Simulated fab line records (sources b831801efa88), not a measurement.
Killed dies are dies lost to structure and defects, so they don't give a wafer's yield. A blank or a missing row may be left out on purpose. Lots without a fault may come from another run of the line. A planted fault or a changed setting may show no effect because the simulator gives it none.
Chamber matching -- flow sky130 -- cmp-01 running SKY_VIA1_CMP_24: 4 sister chambers
The step polishes, stops on SiO2, t overpolish 15 s, target thk 0 nm. 4 wafers are shown with their chamber, then 7 later ones without.

## WAFERS PAIRED WITH THEIR CHAMBERS
wafer,chamber,motorCurrentA (A)
L238.5,3,11.3
L238.6,0,10.9
L239.1,2,11.1
L239.4,1,11.8

## WAFERS WITHOUT THEIR CHAMBER
wafer,motorCurrentA (A)
L239.6,11.2
L240.2,10.9
L240.3,11.6
L240.5,10.7
L250.3,11.5
L250.4,11.2
L250.5,11.0

## CHAMBER TAKEN BY EACH
wafer,from the rows above,in truth
L239.6,can't be placed: 2 or 3 or 0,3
L240.2,can't be placed: 0 or 2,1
L240.3,can't be placed: 1 or 3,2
L240.5,can't be placed: 0 or 2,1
L250.3,can't be placed: 3 or 1 or 2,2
L250.4,can't be placed: 2 or 3 or 0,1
L250.5,can't be placed: 0 or 2 or 3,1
Correct placement for 0 of the 7. Can't be placed from these rows: 7 (the true chamber is among the candidates in 2). Number placed wrongly: 0.
How it was worked out, from the rows above alone: a wafer's distance from a chamber is the root of the sum, over the readings, of the square of ((its reading less the chamber's mean) divided by the reading's scatter). If the next closest chamber is less than 2 further off than the closest, the wafer can't be placed; otherwise it belongs to the closest. A chamber's mean is the mean of its shown wafers. The scatter: root of mean squared gap, hidden wafer to nearest shown wafer, with one shown wafer a chamber.
